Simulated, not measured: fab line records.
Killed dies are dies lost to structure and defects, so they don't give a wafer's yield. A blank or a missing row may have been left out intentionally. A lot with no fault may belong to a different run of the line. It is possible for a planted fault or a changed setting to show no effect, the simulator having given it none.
Check for tools in common    flow sky130    Sample size 12 lots and 36 wafers

== THE REASON FOR OPENING IT ==
1 of 12 lots carry a flag on the reading VT_ADJUST_LVTN_TW at SKY_VT_ADJUST_LVTN_TW_MEAS_10. Fault-free wafers read 240.8, with a standard deviation of 2.3.
Rule: a lot is flagged when every wafer of it that has a number lies more than 4 standard deviations from that mean, or none has a number. The rest of the lots are taken to be sound.

lot   measured      on             VT_ADJUST_LVTN_TW, wafer by wafer  flag
L929  day 7 21:17   film-metro-04  29.9 30.2 30.1                     FLAGGED
L930  day 8 00:49   film-metro-03  238.7 239.6 240.1                  
L934  day 9 04:58   film-metro-03  237.2 236.9 236.7                  
L939  day 10 15:47  film-metro-01  243.1 242.9 241.9                  
L940  day 10 18:14  film-metro-03  237.5 236.4 235.5                  
L942  day 11 03:45  film-metro-04  242.2 242.1 243.3                  
L944  day 11 16:52  film-metro-01  241.5 240.9 241.7                  
L945  day 11 22:29  film-metro-01  242.5 243.2 242.4                  
L947  day 12 11:56  film-metro-03  237.6 239.2 237.9                  
L948  day 13 04:38  film-metro-01  240.8 241.5 240.6                  
L949  day 13 06:41  film-metro-04  243.2 242.2 242.2                  
L950  day 13 11:27  film-metro-04  243.3 242.9 241.6                  
Average over the flagged lots: 30.1; offset from the usual -210.7, equal to -92 standard deviations.

== LOT BY LOT: THE TOOL USED ==
The record keeps 1 process step preceding the reading, out of 708 steps on the route. Cell contents, in order: the tool; ch with the chambers the sampled wafers went through; the start.
lot   flag     SKY_VT_ADJUST_LVTN_EXPOSE_04
L929  FLAGGED  iline-stepper-01 ch 0, day 7 11:04
L930           iline-stepper-01 ch 0, day 7 14:38
L934           iline-stepper-01 ch 0, day 8 18:10
L939           iline-stepper-01 ch 0, day 10 04:08
L940           iline-stepper-02 ch 0, day 10 06:26
L942           iline-stepper-01 ch 0, day 10 15:53
L944           iline-stepper-01 ch 0, day 11 04:58
L945           iline-stepper-01 ch 0, day 11 10:06
L947           iline-stepper-02 ch 0, day 12 00:10
L948           iline-stepper-01 ch 0, day 12 15:25
L949           iline-stepper-01 ch 0, day 12 18:10
L950           iline-stepper-02 ch 0, day 12 22:49
These steps, and what they do:
- SKY_VT_ADJUST_LVTN_EXPOSE_04: exposes mask NWM COMPLEMENT LESS NATIVE, target cd 840 nm.
- SKY_VT_ADJUST_LVTN_TW_MEAS_10

== FLAGGED AGAINST TOTAL, ONE TOOL AT A TIME (gauges that did the reading follow at the end) ==
step                           tool              lots run  flagged  share of the flagged lots  sound lots run after its first flagged lot
SKY_VT_ADJUST_LVTN_EXPOSE_04   iline-stepper-01  9         1        all                        8 (L930,L934,L939,L942,L944,L945,L948,L949)
SKY_VT_ADJUST_LVTN_EXPOSE_04   iline-stepper-02  3         0        none                       -
SKY_VT_ADJUST_LVTN_TW_MEAS_10  film-metro-01     4         0        none                       -
SKY_VT_ADJUST_LVTN_TW_MEAS_10  film-metro-03     4         0        none                       -
SKY_VT_ADJUST_LVTN_TW_MEAS_10  film-metro-04     4         1        all                        3 (L942,L949,L950)

== WHAT THE TABLE PERMITS ==
2 rows of the table ran every flagged lot: iline-stepper-01 at SKY_VT_ADJUST_LVTN_EXPOSE_04, film-metro-04 at SKY_VT_ADJUST_LVTN_TW_MEAS_10.
- iline-stepper-01 at SKY_VT_ADJUST_LVTN_EXPOSE_04 ran 9 lots, 1 of them flagged. Lots that were sound ran on it after the first flagged one (L930, L934, L939, L942, L944, L945, L948, L949); a persistent fault on the entire tool would not allow that.
- film-metro-04 at SKY_VT_ADJUST_LVTN_TW_MEAS_10 ran 4 lots, 1 of them flagged. Lots that were sound ran on it after the first flagged one (L942, L949, L950); a persistent fault on the entire tool would not allow that.
No row of the table ran every flagged lot and no sound lot after the first.

== WHAT THE SIMULATOR HAD INSERTED ==
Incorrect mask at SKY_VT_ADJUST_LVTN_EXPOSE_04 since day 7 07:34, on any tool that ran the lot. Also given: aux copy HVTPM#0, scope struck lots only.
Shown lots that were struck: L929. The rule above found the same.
